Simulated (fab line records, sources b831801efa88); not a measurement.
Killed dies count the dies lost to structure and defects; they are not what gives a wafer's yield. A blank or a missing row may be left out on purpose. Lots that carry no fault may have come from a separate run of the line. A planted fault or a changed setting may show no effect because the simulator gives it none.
Problem report in the 8D (eight disciplines) form, filled by code ; flow gf180mcu ; the parts of the form that need people (team, actions taken, sign-off) are left out

## 1. THE ISSUE
chamber_pressure_pa at GF_M1_SPUTTER_02 reads a mean of 0.4207 Pa on 9 wafers of 3 lots; wafers without a fault read 0.4001 Pa with a standard deviation of 0.00087. That is +24 standard deviations from the usual mean.
The step: material AlCu, target thk 450 nm, time 23.9 s.
The first sign was on wafer L213.2 at day 20 23:05, on pvd_sputter-03. At this step, 39 wafers from 13 lots have a number in the record. The rule behind "out" and "out of limits": a value lying over 4 standard deviations away from the usual mean. All remaining wafers that have a number are taken as sound.

## 2. WHAT IT IS, WHAT IT ISN'T
question;is;is not
which readings at this step;chamber_pressure_pa;throttle_valve_pct
which lots;L213, L214, L215;L203, L204, L206, L207, L210, L211, L221, L222, L223, L224
which wafers of those lots;all that have a number;-
read on which tools;pvd_sputter-03;pvd_sputter-01, pvd_sputter-04
when;from day 20 23:05;"up to then (18 sound wafers); but 12 sound wafers of L221, L222, L223, L224 came after"

## 3. WHAT RULES OUT EACH SUSPECT
Counting: a tool stays on the suspect list if, at a process step up to the reading, it processed all lots that are out and no sound lot following the first of them.
- pvd_sputter-03 at GF_M1_SPUTTER_02 (material AlCu, target thk 450 nm, time 23.9 s): kept. All lots that are out passed through it, beginning with L213 at day 20 23:05, and no sound lot followed; its final sound lot before that point was L211 at day 20 06:40. Out on those wafers are its own readings of chamber_pressure_pa.
Left after counting: pvd_sputter-03 at GF_M1_SPUTTER_02.

## 4. THE CAUSE (what the simulator had put in)
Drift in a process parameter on pvd_sputter-03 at GF_M1_SPUTTER_02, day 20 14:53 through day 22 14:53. Setting chamber_pressure_pa shifted by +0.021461 from 0.4. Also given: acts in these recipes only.
Counting left only this tool.

## 5. SEQUENCE OF EFFECTS, ordered by route
Rows list readings where the struck wafers' mean (over those with a number) sits beyond 3 standard deviations from the usual. Readings are gone through only where the record gives a usual standard deviation; hours: the median, over the lots, of the time from a lot's start at the first step in this table giving one to that lot's start at this step; sigmas: the change measured in usual standard deviations.
hours;step;reading;usual;on struck wafers;change;sigmas
0;GF_M1_SPUTTER_02;chamber_pressure_pa;0.4001 Pa;0.4207;+0.0206;+24
Here are the process steps it includes:
- GF_M1_SPUTTER_02: material AlCu, target thk 450 nm, time 23.9 s.

## 6. HOW IT WOULD HAVE BEEN CAUGHT EARLIER
In this record no reading fell out of limits until day 20 23:05, 8 hours after the fault had begun at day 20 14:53.
